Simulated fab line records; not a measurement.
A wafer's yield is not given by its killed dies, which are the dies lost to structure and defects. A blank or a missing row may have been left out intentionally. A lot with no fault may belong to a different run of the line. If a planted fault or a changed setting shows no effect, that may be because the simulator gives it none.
fab line records	flow sky130
record lots=24	wafers=72	last-day=50
route steps=708 shown VIA2@529 VIA3@594 METAL4@632 VIA4@658 METAL5@664
lots with no fault: from the same line, run without faults
start-h: hours from the record's first day to the start of the lot's first wafer shown	wait-h: hours since the lot's step before	" same as the row above	L1.1+2: a single row standing in for several wafers	- no value present, or no start provided	* or withheld: withheld	< > ~ a bound
route shown NAME@n: NAME is a module with steps in the file, n the number in the route of the first one	usual: mean/standard deviation taken from wafers without a fault	same: alike in all rows	chamber/n: place in a boat	sites: each site's reading	_std_site: the values' standard deviation	_edge_site: outer sites' mean less inner sites'	radius-mm: for every site, how far away it sits from the centre of the wafer	mask NAME#n: copy n	behind: the last tool/chamber to shape the wafer	hold: why the lot went on hold/how many hours it stayed there/how the hold came to an end	device: the n, p or np transistor that did not switch	end of line: tests of these same wafers at the route's end	a step without rows: its recipe alone	killed: dies that structure and defects cost at the first sort, which is not the same as the wafer's yield	map: a wafer's dies, x killed, . not, _ none there
set.NAME: setting as actually run; set.NAME@STEP: the setting as run at that earlier step	model.NAME: the simulator's own value behind a step, which no gauge read
the route's steps for a sample of lots (tables are steps, rows are wafers)
services: a tool's chamber out of use, with start hour (start-h, from the record's first day; less than 0 if before it), hours out, and reason
## steps
# step SKY_VIA2_RS_MEAS_22
# recipe thk-meas-gauge=four-point-probe	reads=W_of_VIA2_CVD_21+TiN_of_VIA2_SPUTTER_20
# usual VIA2_W_RS=0.277/0.0033
lot.wafer	tool	chamber	start-h	wait-h	VIA2_W_RS[ohm/sq]
L075.2	film-metro-01	-	867.35	0.1	0.276
L075.5	"	-	"	"	0.280
L075.6	"	-	"	"	0.267
L077.2	film-metro-01	-	884.33	0.1	0.277
L077.3	"	-	"	"	0.278
L077.5	"	-	"	"	0.281
L074.3	film-metro-01	-	885.20	0.1	0.280
L074.4	"	-	"	"	0.282
L074.5	"	-	"	"	0.281
L076.2	film-metro-02	-	885.52	0.1	0.272
L076.3	"	-	"	"	0.276
L076.6	"	-	"	"	0.275
L078.1	film-metro-02	-	886.44	0.1	0.278
L078.3	"	-	"	"	0.279
L078.5	"	-	"	"	0.279
L079.2	film-metro-02	-	890.06	0.2	0.276
L079.3	"	-	"	"	0.279
L079.4	"	-	"	"	0.276
L080.1	film-metro-01	-	895.00	0.1	0.280
L080.3	"	-	"	"	0.278
L080.6	"	-	"	"	0.281
L081.3	film-metro-02	-	902.57	0.2	0.278
L081.4	"	-	"	"	0.279
L081.6	"	-	"	"	0.274
L082.1	film-metro-03	-	914.46	0.1	0.275
L082.2	"	-	"	"	0.281
L082.5	"	-	"	"	0.276
L084.2	film-metro-03	-	925.05	0.2	0.279
L084.4	"	-	"	"	0.279
L084.6	"	-	"	"	0.282
L083.3	film-metro-03	-	925.91	0.1	0.280
L083.4	"	-	"	"	0.277
L083.6	"	-	"	"	0.283
L085.2	film-metro-03	-	928.37	0.1	0.277
L085.3	"	-	"	"	0.278
L085.6	"	-	"	"	0.277
L086.2	film-metro-03	-	950.94	0.1	0.281
L086.4	"	-	"	"	0.279
L086.6	"	-	"	"	0.282
L088.1	film-metro-02	-	967.80	0.1	0.280
L088.2	"	-	"	"	0.278
L088.3	"	-	"	"	0.282
L087.1	film-metro-03	-	973.75	0.1	0.277
L087.2	"	-	"	"	0.278
L087.4	"	-	"	"	0.277
L090.1	film-metro-02	-	979.14	0.1	0.270
L090.3	"	-	"	"	0.271
L090.5	"	-	"	"	0.275
L089.2	film-metro-01	-	980.72	0.1	0.278
L089.4	"	-	"	"	0.278
L089.6	"	-	"	"	0.273
L092.1	film-metro-03	-	986.76	0.1	0.280
L092.3	"	-	"	"	0.281
L092.4	"	-	"	"	0.279
L091.1	film-metro-01	-	989.60	0.1	0.277
L091.2	"	-	"	"	0.274
L091.4	"	-	"	"	0.276
L093.1	film-metro-03	-	994.19	0.1	0.278
L093.3	"	-	"	"	0.275
L093.6	"	-	"	"	0.280
L094.2	film-metro-01	-	1000.82	0.1	0.274
L094.3	"	-	"	"	0.271
L094.6	"	-	"	"	0.273
L095.3	film-metro-03	-	1011.00	0.1	0.276
L095.4	"	-	"	"	0.282
L095.5	"	-	"	"	0.272
L096.1	film-metro-01	-	1015.64	0.1	0.275
L096.2	"	-	"	"	0.275
L096.5	"	-	"	"	0.273
L097.1	film-metro-03	-	1020.08	0.1	0.277
L097.2	"	-	"	"	0.281
L097.6	"	-	"	"	0.279
# step SKY_VIA3_CVD_21
# recipe material=W	target-thk-nm=390	time-s=117.31	temp-c=400	pressure-torr=40
# usual heater-power-w=842/74
lot.wafer	tool	chamber	start-h	wait-h	heater-power-w
L075.2	cvd-w-02	0	946.98	0.0	710
L075.5	"	0	"	"	700
L075.6	"	1	"	"	803
L077.2	cvd-w-01	1	962.37	0.0	918
L077.3	"	1	"	"	933
L077.5	"	0	"	"	854
L074.3	cvd-w-02	0	963.23	0.1	708
L074.4	"	1	"	"	800
L074.5	"	0	"	"	722
L076.2	cvd-w-01	1	964.30	0.0	934
L076.3	"	0	"	"	853
L076.6	"	1	"	"	922
L078.1	cvd-w-01	0	965.83	0.0	867
L078.3	"	0	"	"	845
L078.5	"	0	"	"	871
L079.2	cvd-w-02	1	966.83	0.0	823
L079.3	"	1	"	"	823
L079.4	"	0	"	"	730
L080.1	cvd-w-02	0	972.65	0.0	729
L080.3	"	1	"	"	824
L080.6	"	0	"	"	725
L081.3	cvd-w-01	1	980.74	0.1	921
L081.4	"	0	"	"	856
L081.6	"	1	"	"	932
L082.1	cvd-w-02	0	991.94	0.0	731
L082.2	"	1	"	"	824
L082.5	"	1	"	"	815
L084.2	cvd-w-02	0	1000.97	0.0	717
L084.4	"	0	"	"	723
L084.6	"	0	"	"	722
L083.3	cvd-w-02	1	1002.16	0.1	793
L083.4	"	0	"	"	735
L083.6	"	1	"	"	814
L085.2	cvd-w-02	1	1004.24	0.0	825
L085.3	"	0	"	"	730
L085.6	"	1	"	"	808
L086.2	cvd-w-01	0	1026.09	0.0	869
L086.4	"	0	"	"	863
L086.6	"	0	"	"	831
L088.1	cvd-w-01	1	1041.46	0.0	961
L088.2	"	0	"	"	869
L088.3	"	0	"	"	870
L087.1	cvd-w-01	0	1047.70	0.0	854
L087.2	"	1	"	"	927
L087.4	"	0	"	"	830
L090.1	cvd-w-01	0	1052.77	0.0	871
L090.3	"	1	"	"	939
L090.5	"	1	"	"	936
L089.2	cvd-w-01	1	1055.28	0.0	933
L089.4	"	1	"	"	908
L089.6	"	1	"	"	932
L092.1	cvd-w-01	0	1058.93	0.0	862
L092.3	"	0	"	"	843
L092.4	"	1	"	"	903
L091.1	cvd-w-02	0	1063.49	0.1	729
L091.2	"	1	"	"	820
L091.4	"	1	"	"	795
L093.1	cvd-w-01	1	1066.47	0.0	947
L093.3	"	0	"	"	876
L093.6	"	0	"	"	830
L094.2	cvd-w-01	1	1073.87	0.0	941
L094.3	"	0	"	"	852
L094.6	"	0	"	"	841
L095.3	cvd-w-01	0	1082.51	0.1	844
L095.4	"	1	"	"	927
L095.5	"	1	"	"	903
L096.1	cvd-w-02	1	1088.87	0.0	811
L096.2	"	0	"	"	731
L096.5	"	1	"	"	818
L097.1	cvd-w-01	0	1092.86	0.0	844
L097.2	"	1	"	"	962
L097.6	"	1	"	"	943
# step SKY_VIA3_CMP_24
# recipe stop-on=SiO2	t-overpolish-s=20	down-force-psi=3.5	platen-rpm=60	target-thk-nm=0	pad-velocity-m-s=0.94248
# usual motor-current-A=11.5/1.3	overpolish-run-s=20.000/0.009	retaining-ring-pressure-frac=1.000/0.0046	time-to-endpoint-s=94/4.8
# same t-overpolish-s=20
lot.wafer	tool	chamber	start-h	wait-h	motor-current-A	overpolish-run-s	retaining-ring-pressure-frac	time-to-endpoint-s
L075.2	cmp-02	2	947.29	0.0	13.1	20.002	1.002	90
L075.5	"	2	"	"	12.5	20.009	0.997	94
L075.6	"	3	"	"	9.3	19.997	1.002	85
L077.3	cmp-01	3	962.94	0.3	11.0	20.008	1.012	94
L077.2	"	1	"	"	12.7	19.994	0.995	88
L077.5	"	3	"	"	11.2	19.991	1.003	94
L074.4	cmp-02	2	963.49	0.0	12.9	20.018	1.000	92
L074.3	"	1	"	"	12.5	19.992	1.000	100
L074.5	"	3	"	"	9.2	20.012	0.994	86
L076.2	cmp-02	1	964.61	0.0	12.0	20.004	1.001	102
L076.3	"	2	"	"	13.2	20.018	0.999	94
L076.6	"	2	"	"	13.1	20.008	1.001	93
L078.1	cmp-01	1	966.13	0.1	13.1	20.000	0.994	89
L078.3	"	3	"	"	11.6	19.991	0.995	96
L078.5	"	1	"	"	12.6	20.000	0.992	88
L079.2	cmp-01	0	967.13	0.0	11.9	20.009	1.012	97
L079.4	"	2	"	"	10.9	20.009	1.006	90
L079.3	"	3	"	"	11.9	19.998	1.009	91
L080.1	cmp-01	2	973.06	0.1	11.0	20.012	1.002	90
L080.3	"	3	"	"	11.2	19.989	0.999	91
L080.6	"	1	"	"	12.7	20.004	1.000	87
L081.3	cmp-01	3	981.01	0.0	11.6	19.999	1.004	95
L081.4	"	0	"	"	12.2	19.991	1.007	100
L081.6	"	0	"	"	11.9	19.996	0.998	102
L082.2	cmp-02	3	992.29	0.1	9.1	20.012	0.997	87
L082.1	"	1	"	"	11.5	19.989	1.001	97
L082.5	"	3	"	"	9.1	19.993	0.996	85
L084.4	cmp-01	3	1001.32	0.1	11.1	20.005	1.001	102
L084.2	"	0	"	"	12.1	19.974	0.990	101
L084.6	"	2	"	"	10.7	20.016	1.002	93
L083.4	cmp-02	0	1002.42	0.0	9.8	19.999	0.995	93
L083.3	"	1	"	"	11.4	19.989	0.989	96
L083.6	"	1	"	"	11.5	19.994	0.998	97
L085.2	cmp-02	2	1004.54	0.0	13.3	19.992	0.990	95
L085.3	"	3	"	"	8.9	19.983	1.002	90
L085.6	"	3	"	"	9.5	20.003	1.002	88
L086.4	cmp-01	2	1026.49	0.1	11.8	19.996	1.003	95
L086.2	"	3	"	"	11.4	20.007	1.000	98
L086.6	"	0	"	"	11.6	19.987	1.006	101
L088.3	cmp-02	0	1041.76	0.0	9.7	19.995	1.006	97
L088.1	"	1	"	"	12.2	20.013	0.999	99
L088.2	"	3	"	"	9.5	20.016	1.005	88
L087.2	cmp-01	0	1048.01	0.0	11.6	19.988	0.995	100
L087.1	"	2	"	"	11.3	20.003	0.995	92
L087.4	"	3	"	"	11.3	20.009	0.993	95
L090.1	cmp-02	2	1053.14	0.1	12.6	20.004	1.001	94
L090.3	"	3	"	"	9.3	20.000	0.997	88
L090.5	"	2	"	"	12.7	19.995	1.004	92
L089.2	cmp-01	1	1055.68	0.1	13.5	19.998	1.004	98
L089.4	"	2	"	"	11.0	20.013	1.000	94
L089.6	"	3	"	"	11.4	20.006	0.999	101
L092.3	cmp-02	1	1059.28	0.1	11.4	20.014	0.997	97
L092.4	"	2	"	"	12.7	19.996	1.004	93
L092.1	"	3	"	"	9.6	20.007	0.997	91
L091.4	cmp-02	2	1063.97	0.1	13.2	19.987	0.999	93
L091.1	"	0	"	"	9.8	19.998	1.003	99
L091.2	"	1	"	"	11.7	19.997	1.004	99
L093.1	cmp-02	1	1066.77	0.1	11.8	20.007	1.003	98
L093.3	"	0	"	"	9.8	20.003	1.004	96
L093.6	"	1	"	"	11.8	20.012	1.000	91
L094.3	cmp-01	3	1074.17	0.0	11.2	19.991	0.995	95
L094.2	"	1	"	"	13.0	19.993	1.003	96
L094.6	"	3	"	"	12.1	20.008	1.000	94
L095.4	cmp-01	2	1082.87	0.1	11.7	20.003	1.004	91
L095.3	"	3	"	"	11.5	19.993	1.007	93
L095.5	"	1	"	"	13.5	19.996	1.004	87
L096.2	cmp-01	1	1089.17	0.0	12.7	20.012	0.997	90
L096.1	"	2	"	"	11.4	20.000	1.006	88
L096.5	"	1	"	"	13.0	19.991	0.996	86
L097.1	cmp-02	3	1093.26	0.1	9.4	19.996	1.000	85
L097.2	"	0	"	"	9.9	19.996	0.998	96
L097.6	"	2	"	"	12.8	19.988	0.999	94
# step SKY_METAL4_ETCH_16
# recipe chemistry=N2/H2	target=BARC	ion-energy-ev=200	bias-w=100	pressure-mtorr=30	n2-flow-sccm=100	h2-flow-sccm=200	icp-w=500	stop-on=SiO2	time-s=88.2	target-depth-a=600
# usual drypump-motor-current-A=5.7/0.46	oes-product-au=0.625/0.0042	throttle-valve-pct=13.204/0.0094
lot.wafer	tool	chamber	start-h	wait-h	drypump-motor-current-A	oes-product-au	rf-hours-counter-h	throttle-valve-pct
L075.2	rie-metal-04	1	996.33	0.0	6.0	0.621	15	13.188
L075.5	"	0	"	"	4.8	0.632	-	13.197
L075.6	"	1	"	"	6.1	0.635	-	13.203
L077.2	rie-metal-03	1	1011.93	0.0	6.1	0.629	12	13.196
L077.3	"	1	"	"	6.1	0.623	-	13.202
L077.5	"	0	"	"	5.7	0.625	-	13.206
L074.3	rie-metal-01	1	1012.38	0.0	5.4	0.619	-	13.206
L074.4	"	0	"	"	6.0	0.629	-	13.190
L074.5	"	0	"	"	6.0	0.624	-	13.214
L076.2	rie-metal-04	0	1013.50	0.0	4.8	0.612	11	13.210
L076.3	"	0	"	"	4.8	0.623	-	13.204
L076.6	"	0	"	"	4.8	0.626	-	13.212
L078.1	rie-metal-03	1	1014.63	0.0	6.2	0.620	12	13.186
L078.3	"	0	"	"	5.7	0.625	-	13.192
L078.5	"	0	"	"	5.7	0.631	-	13.215
L079.2	rie-metal-03	1	1015.33	0.0	6.1	0.620	12	13.207
L079.3	"	0	"	"	5.7	0.629	-	13.226
L079.4	"	1	"	"	6.1	0.627	-	13.210
L080.1	rie-metal-03	1	1022.01	0.1	6.1	0.626	13	13.203
L080.3	"	1	"	"	6.1	0.618	-	13.202
L080.6	"	1	"	"	6.1	0.632	-	13.201
L081.3	rie-metal-04	0	1029.71	0.0	4.8	0.630	-	13.197
L081.4	"	1	"	"	6.0	0.622	-	13.208
L081.6	"	0	"	"	4.8	0.624	-	13.212
L082.1	rie-metal-01	1	1039.68	0.0	5.5	0.618	17	13.202
L082.2	"	0	"	"	6.0	0.628	20	13.201
L082.5	"	1	"	"	5.5	0.624	-	13.199
L084.2	rie-metal-04	1	1048.04	0.0	6.0	0.626	18	13.202
L084.4	"	0	"	"	4.8	0.618	-	13.209
L084.6	"	0	"	"	4.8	0.629	-	13.221
L083.3	rie-metal-03	0	1049.98	0.0	5.7	0.629	-	13.205
L083.4	"	1	"	"	6.1	0.624	-	13.205
L083.6	"	1	"	"	6.1	0.631	-	13.188
L085.2	rie-metal-03	1	1051.70	0.0	6.1	0.621	16	13.197
L085.3	"	1	"	"	6.2	0.629	-	13.219
L085.6	"	0	"	"	5.7	0.626	-	13.201
L086.2	rie-metal-03	1	1072.63	0.0	6.1	0.624	17	13.215
L086.4	"	1	"	"	6.1	0.627	-	13.202
L086.6	"	1	"	"	6.1	0.628	-	13.202
L088.1	rie-metal-04	1	1088.29	0.0	6.1	0.625	20	13.219
L088.2	"	0	"	"	4.9	0.619	17	13.189
L088.3	"	1	"	"	6.0	0.620	-	13.217
L087.1	rie-metal-04	0	1092.48	0.0	4.8	0.630	17	13.200
L087.2	"	1	"	"	6.1	0.624	20	13.219
L087.4	"	1	"	"	6.1	0.623	-	13.197
L090.1	rie-metal-03	1	1099.09	0.0	6.1	0.622	19	13.205
L090.3	"	1	"	"	6.1	0.630	-	13.219
L090.5	"	0	"	"	5.7	0.622	-	13.200
L089.2	rie-metal-01	0	1101.68	0.0	6.0	0.629	24	13.203
L089.4	"	0	"	"	6.0	0.630	-	13.205
L089.6	"	0	"	"	6.0	0.626	-	13.203
L092.1	rie-metal-04	0	1104.08	0.0	4.8	0.625	19	13.196
L092.3	"	1	"	"	6.0	0.626	-	13.207
L092.4	"	0	"	"	4.8	0.629	-	13.203
L091.1	rie-metal-04	1	1109.04	0.0	6.1	0.626	22	13.210
L091.2	"	0	"	"	4.8	0.620	19	13.191
L091.4	"	1	"	"	6.0	0.625	-	13.217
L093.1	rie-metal-01	1	1109.99	0.0	5.5	0.629	22	13.214
L093.3	"	0	"	"	6.0	0.623	-	13.206
L093.6	"	1	"	"	5.5	0.622	-	13.217
L094.2	rie-metal-03	1	1117.93	0.0	6.1	0.621	20	13.222
L094.3	"	1	"	"	6.1	0.628	-	13.212
L094.6	"	0	"	"	5.7	0.627	-	13.194
L095.3	rie-metal-03	0	1125.51	0.1	5.7	0.623	-	13.218
L095.4	"	1	"	"	6.1	0.623	-	13.196
L095.5	"	0	"	"	5.7	0.625	-	13.206
L096.1	rie-metal-01	1	1131.84	0.0	5.5	0.619	23	13.202
L096.2	"	0	"	"	6.0	0.633	26	13.221
L096.5	"	1	"	"	5.5	0.625	-	13.202
L097.1	rie-metal-04	1	1134.42	0.1	6.1	0.627	25	13.201
L097.2	"	1	"	"	6.1	0.630	-	13.200
L097.6	"	1	"	"	6.0	0.624	-	13.187
# step SKY_VIA4_RS_MEAS_19
# recipe thk-meas-gauge=four-point-probe	reads=W_of_VIA4_CVD_18+TiN_of_VIA4_SPUTTER_17
# usual VIA4_W_RS=0.2108/0.0025
lot.wafer	tool	chamber	start-h	wait-h	VIA4_W_RS[ohm/sq]
L075.2	film-metro-03	-	1022.38	0.1	0.2138
L075.5	"	-	"	"	0.2124
L075.6	"	-	"	"	0.2117
L077.2	film-metro-01	-	1037.68	0.1	0.2131
L077.3	"	-	"	"	0.2122
L077.5	"	-	"	"	0.2146
L074.3	film-metro-03	-	1037.80	0.1	0.2112
L074.4	"	-	"	"	0.2073
L074.5	"	-	"	"	0.2114
L076.2	film-metro-03	-	1038.99	0.1	0.2164
L076.3	"	-	"	"	0.2157
L076.6	"	-	"	"	0.2146
L078.1	film-metro-03	-	1040.06	0.1	0.2081
L078.3	"	-	"	"	0.2079
L078.5	"	-	"	"	0.2092
L079.2	film-metro-01	-	1040.76	0.1	0.2079
L079.3	"	-	"	"	0.2068
L079.4	"	-	"	"	0.2090
L080.1	film-metro-03	-	1047.45	0.1	0.2079
L080.3	"	-	"	"	0.2074
L080.6	"	-	"	"	0.2090
L081.3	film-metro-03	-	1055.53	0.1	0.2126
L081.4	"	-	"	"	0.2127
L081.6	"	-	"	"	0.2110
L082.1	film-metro-03	-	1065.84	0.1	0.2116
L082.2	"	-	"	"	0.2119
L082.5	"	-	"	"	0.2111
L084.2	film-metro-01	-	1072.73	0.1	0.2114
L084.4	"	-	"	"	0.2108
L084.6	"	-	"	"	0.2117
L083.3	film-metro-01	-	1074.81	0.1	0.2092
L083.4	"	-	"	"	0.2083
L083.6	"	-	"	"	0.2079
L085.2	film-metro-03	-	1076.58	0.1	0.2102
L085.3	"	-	"	"	0.2129
L085.6	"	-	"	"	0.2124
L086.2	film-metro-03	-	1097.46	0.1	0.2148
L086.4	"	-	"	"	0.2132
L086.6	"	-	"	"	0.2138
L088.1	film-metro-02	-	1111.14	0.1	0.2118
L088.2	"	-	"	"	0.2074
L088.3	"	-	"	"	0.2132
L087.1	film-metro-02	-	1115.77	0.1	0.2129
L087.2	"	-	"	"	0.2134
L087.4	"	-	"	"	0.2120
L090.1	film-metro-01	-	1122.27	0.1	0.2070
L090.3	"	-	"	"	0.2076
L090.5	"	-	"	"	0.2061
L089.2	film-metro-01	-	1124.31	0.1	0.2100
L089.4	"	-	"	"	0.2037
L089.6	"	-	"	"	0.2106
L092.1	film-metro-01	-	1125.63	0.1	0.2099
L092.3	"	-	"	"	0.2091
L092.4	"	-	"	"	0.2103
L091.1	film-metro-02	-	1130.98	0.1	0.2122
L091.2	"	-	"	"	0.2073
L091.4	"	-	"	"	0.2113
L093.1	film-metro-03	-	1132.08	0.1	0.2120
L093.3	"	-	"	"	0.2115
L093.6	"	-	"	"	0.2111
L094.2	film-metro-03	-	1140.52	0.1	0.2090
L094.3	"	-	"	"	0.2128
L094.6	"	-	"	"	0.2064
L095.3	film-metro-03	-	1147.15	0.1	0.2097
L095.4	"	-	"	"	0.2118
L095.5	"	-	"	"	0.2118
L096.1	film-metro-03	-	1152.37	0.1	0.2091
L096.2	"	-	"	"	0.2130
L096.5	"	-	"	"	0.2119
L097.1	film-metro-02	-	1155.16	0.1	0.2111
L097.2	"	-	"	"	0.2127
L097.6	"	-	"	"	0.2106
# step SKY_METAL5_SPUTTER_03
# recipe material=Ti	target-thk-nm=5	power-w=3000	time-s=3.3	chamber-pressure-pa=0.4
# usual throttle-valve-pct=30.2/1.1
lot.wafer	tool	chamber	start-h	wait-h	throttle-valve-pct
L075.2	pvd-sputter-03	-	1022.93	0.0	30.2
L075.5	"	-	"	"	29.8
L075.6	"	-	"	"	28.5
L077.2	pvd-sputter-03	-	1038.24	0.0	31.6
L077.3	"	-	"	"	28.6
L077.5	"	-	"	"	31.7
L074.3	pvd-sputter-04	-	1038.34	0.0	30.6
L074.4	"	-	"	"	30.1
L074.5	"	-	"	"	30.7
L076.2	pvd-sputter-02	-	1039.54	0.0	31.0
L076.3	"	-	"	"	30.0
L076.6	"	-	"	"	29.8
L078.1	pvd-sputter-02	-	1040.64	0.0	31.7
L078.3	"	-	"	"	30.9
L078.5	"	-	"	"	29.7
L079.2	pvd-sputter-03	-	1041.32	0.0	31.6
L079.3	"	-	"	"	29.9
L079.4	"	-	"	"	28.4
L080.1	pvd-sputter-02	-	1048.03	0.0	28.2
L080.3	"	-	"	"	30.9
L080.6	"	-	"	"	29.7
L081.3	pvd-sputter-02	-	1056.07	0.0	29.6
L081.4	"	-	"	"	30.9
L081.6	"	-	"	"	30.7
L082.1	pvd-sputter-03	-	1066.41	0.0	30.3
L082.2	"	-	"	"	31.9
L082.5	"	-	"	"	30.2
L084.2	pvd-sputter-03	-	1073.29	0.0	29.7
L084.4	"	-	"	"	28.5
L084.6	"	-	"	"	30.0
L083.3	pvd-sputter-02	-	1075.34	0.0	31.1
L083.4	"	-	"	"	31.6
L083.6	"	-	"	"	28.4
L085.2	pvd-sputter-03	-	1077.14	0.0	29.7
L085.3	"	-	"	"	30.2
L085.6	"	-	"	"	30.3
L086.2	pvd-sputter-03	-	1098.02	0.0	30.4
L086.4	"	-	"	"	29.8
L086.6	"	-	"	"	28.7
L088.1	pvd-sputter-04	-	1111.72	0.0	30.0
L088.2	"	-	"	"	30.8
L088.3	"	-	"	"	31.0
L087.1	pvd-sputter-04	-	1116.34	0.0	30.9
L087.2	"	-	"	"	29.9
L087.4	"	-	"	"	30.0
L090.1	pvd-sputter-03	-	1122.84	0.0	28.6
L090.3	"	-	"	"	29.8
L090.5	"	-	"	"	30.5
L089.2	pvd-sputter-02	-	1125.01	0.0	31.0
L089.4	"	-	"	"	29.7
L089.6	"	-	"	"	28.3
L092.1	pvd-sputter-04	-	1126.27	0.0	30.2
L092.3	"	-	"	"	30.1
L092.4	"	-	"	"	30.7
L091.1	pvd-sputter-02	-	1131.56	0.0	28.2
L091.2	"	-	"	"	31.7
L091.4	"	-	"	"	31.2
L093.1	pvd-sputter-04	-	1132.66	0.0	30.8
L093.3	"	-	"	"	31.0
L093.6	"	-	"	"	30.2
L094.2	pvd-sputter-03	-	1141.17	0.0	28.5
L094.3	"	-	"	"	30.3
L094.6	"	-	"	"	29.7
L095.3	pvd-sputter-02	-	1147.69	0.0	30.8
L095.4	"	-	"	"	31.7
L095.5	"	-	"	"	31.0
L096.1	pvd-sputter-02	-	1152.94	0.0	31.0
L096.2	"	-	"	"	28.4
L096.5	"	-	"	"	28.4
L097.1	pvd-sputter-04	-	1155.74	0.0	30.4
L097.2	"	-	"	"	31.0
L097.6	"	-	"	"	30.7
## services
tool	chamber	start-h	hours	kind
rie-metal-03	-	950.58	0.7	repair
cvd-w-01	0	955.18	1.5	repair
pvd-sputter-02	3	966.79	-	consumable-replace:kit
pvd-sputter-02	3	966.79	18.0	scheduled-down
cmp-02	-	972.86	1.5	repair
cvd-w-01	-	987.05	14.6	pm
cmp-01	-	987.77	7.2	pm
cvd-w-01	-	1001.65	6.9	pm
cvd-w-02	-	1008.55	28.1	pm
rie-metal-03	0	1018.75	-	clean
rie-metal-03	0	1018.75	22.6	scheduled-down
rie-metal-03	0	1018.75	22.6	vent-cycle
cvd-w-01	0	1026.55	4.8	repair
rie-metal-04	1	1034.51	11.9	repair
rie-metal-01	0	1069.15	2.4	repair
rie-metal-03	-	1079.78	1.6	repair
cmp-02	-	1084.22	4.0	pm
cmp-02	-	1088.22	-	consumable-replace:conditioner
cmp-02	-	1088.22	-	consumable-replace:pad
rie-metal-04	0	1113.79	25.7	repair
cmp-01	-	1137.86	0.3	repair
pvd-sputter-04	-	1139.41	5.3	repair
pvd-sputter-02	-	1140.17	2.5	repair
pvd-sputter-04	-	1140.27	3.9	repair
## key
fault none
